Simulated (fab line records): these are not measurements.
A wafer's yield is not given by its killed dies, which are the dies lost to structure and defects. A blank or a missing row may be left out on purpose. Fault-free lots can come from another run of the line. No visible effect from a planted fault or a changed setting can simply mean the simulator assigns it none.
8D (eight disciplines) problem report, filled in by code	flow sky130	the parts of the form that need people (team, actions taken, sign-off) are left out

1. WHAT WENT WRONG
Wafers without a fault read 2999.6 rpm, standard deviation 2.2; spin speed rpm at SKY_METAL2_COAT_09 reads a mean of 2951.0 rpm on 6 wafers belonging to 2 lots. Measured from the usual mean, that is -22 standard deviations.
The step: resist thk 60 nm.
First seen on wafer L233.2, day 39 18:28, on litho track-02. At this step, 36 wafers from 12 lots have a number in the record. Rule for "out" (also "out of limits"): further than 4 standard deviations from the usual mean. The rest of the wafers with a number are treated as sound.

2. WHAT IT IS; WHAT IT IS NOT
question	is	is not
which readings at this step	spin speed rpm	dispense pressure kPa
which lots	L233, L234	L216, L217, L220, L222, L223, L228, L230, L236, L237, L238
which wafers of those lots	all that have a number	-
read on which tools	litho track-02	litho track-01, litho track-04
when	from day 39 18:28	up to then (21 sound wafers); but 9 sound wafers of L236, L237, L238 came after

3. SUSPECTS, AND WHAT RULES EACH OUT
Counting: a tool stays on the suspect list if, at a process step up to the reading, it processed all lots that are out and no sound lot following the first of them.
- litho track-02 at SKY_METAL2_COAT_09 (resist thk 60 nm): kept. Every lot that is out went through it, starting with L233 (day 39 18:28), and after that it ran no sound lot; the last sound lot it ran before then is L230 (day 39 00:35). Out on those wafers are its own readings of spin speed rpm.
Remaining after the count: litho track-02 at SKY_METAL2_COAT_09.

4. THE CAUSE (what the simulator had put in)
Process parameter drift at SKY_METAL2_COAT_09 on litho track-02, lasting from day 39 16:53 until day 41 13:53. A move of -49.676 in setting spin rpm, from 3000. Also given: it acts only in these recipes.
This tool alone remained once counting was done.

5. SEQUENCE OF EFFECTS, ordered by route
One row per reading whose mean, taken over the struck wafers that have a number, lies over 3 standard deviations from the usual. Only readings whose record carries a usual standard deviation are examined. hours: median over the lots of the time between each lot's start at the first step of this table that gives one and its start at this step. sigmas: the change, counted in usual standard deviations.
hours	step	reading	usual	on struck wafers	change	sigmas
0	SKY_METAL2_COAT_09	spin speed rpm	2999.6 rpm	2951.0	-48.6	-22
Process steps it contains:
- SKY_METAL2_COAT_09: resist thk 60 nm.

6. WHAT WOULD HAVE CAUGHT IT SOONER
First out-of-limits reading in this record: day 39 18:28, which is 2 hours after fault onset at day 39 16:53.
